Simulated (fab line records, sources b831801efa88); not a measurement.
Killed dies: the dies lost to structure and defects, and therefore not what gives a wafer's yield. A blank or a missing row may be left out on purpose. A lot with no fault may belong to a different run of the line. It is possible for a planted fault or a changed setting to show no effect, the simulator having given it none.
What tool caused it? ; flow sky130 ; 35 wafers from 12 lots sampled at 2 of the route's 708 steps

## WHAT THE GAUGES SHOWED, per wafer
SKY_METAL2_CD_MEAS_15 targets a cd of 140 nm. Usual: cd-nm 139.8 nm, standard deviation 1.4.
lot;measured;on;cd-nm (nm);flag
L658;day 35 07:11;cd-sem-02;140.6 140.6 138.5;
L659;day 35 13:22;cd-sem-02;140.9 139.5 141.0;
L662;day 36 14:23;cd-sem-01;140.9 140.6 139.7;
L668;day 38 18:13;cd-sem-01;139.0 138.8 139.6;
L670;day 39 05:02;cd-sem-01;140.1 138.7;
L671;day 39 06:40;cd-sem-01;141.0 140.5 141.8;
L672;day 39 10:31;cd-sem-01;139.6 138.0 137.1;
L673;day 40 02:31;cd-sem-02;140.1 140.1 139.8;
L676;day 40 18:01;cd-sem-02;139.8 141.2 139.6;
L677;day 40 18:59;cd-sem-01;141.3 141.0 141.3;
L678;day 41 02:10;cd-sem-02;140.2 142.3 141.4;
L679;day 41 16:01;cd-sem-02;138.6 138.2 138.1;

## TOOL THAT RAN EACH LOT (tool first, then ch and the chambers of the sampled wafers, then the start)
lot;SKY_METAL2_SPUTTER_00
L658;pvd-sputter-02, day 34 04:36
L659;pvd-sputter-01, day 34 10:49
L662;pvd-sputter-02, day 35 11:52
L668;pvd-sputter-01, day 37 16:34
L670;pvd-sputter-02, day 38 03:08
L671;pvd-sputter-02, day 38 05:23
L672;pvd-sputter-02, day 38 09:43
L673;pvd-sputter-03, day 39 00:47
L676;pvd-sputter-03, day 39 16:35
L677;pvd-sputter-02, day 39 18:25
L678;pvd-sputter-01, day 40 00:28
L679;pvd-sputter-02, day 40 15:59
- SKY_METAL2_SPUTTER_00: material Ti, target thk 15 nm, time 10 s.

## AS READ BY THE TOOLS THEMSELVES (means over the sampled wafers that have a number; for cases with no such wafer, the mark the record gives instead)
SKY_METAL2_SPUTTER_00. Usual: throttle-valve-pct 30.5 %, standard deviation 0.81.
lot;tool;throttle-valve-pct (%);flag
L658;pvd-sputter-02;30.9;
L659;pvd-sputter-01;30.7;
L662;pvd-sputter-02;30.6;
L668;pvd-sputter-01;30.7;
L670;pvd-sputter-02;30.6;
L671;pvd-sputter-02;30.4;
L672;pvd-sputter-02;30.6;
L673;pvd-sputter-03;30.8;
L676;pvd-sputter-03;30.7;
L677;pvd-sputter-02;30.9;
L678;pvd-sputter-01;29.7;
L679;pvd-sputter-02;31.1;

## THE ANSWER, worked out from the rows above alone
Rule: a lot is off if the mean of its wafers that have a number lies more than 3 standard deviations from the usual mean. A lot without any number at a reading at which 4 lots or more have one is off too. The other lots that the step has rows for count as sound. Order of review: gauges by route order, followed by the tools' own readings, for which a lot's mean as printed above is used. At the first step where some lot is off, the reading lying furthest off is the one used; lots without a number count as furthest.
No lot is off on any of the readings shown, so nothing can be concluded from this.

## WHAT THE SIMULATOR HAD INSERTED
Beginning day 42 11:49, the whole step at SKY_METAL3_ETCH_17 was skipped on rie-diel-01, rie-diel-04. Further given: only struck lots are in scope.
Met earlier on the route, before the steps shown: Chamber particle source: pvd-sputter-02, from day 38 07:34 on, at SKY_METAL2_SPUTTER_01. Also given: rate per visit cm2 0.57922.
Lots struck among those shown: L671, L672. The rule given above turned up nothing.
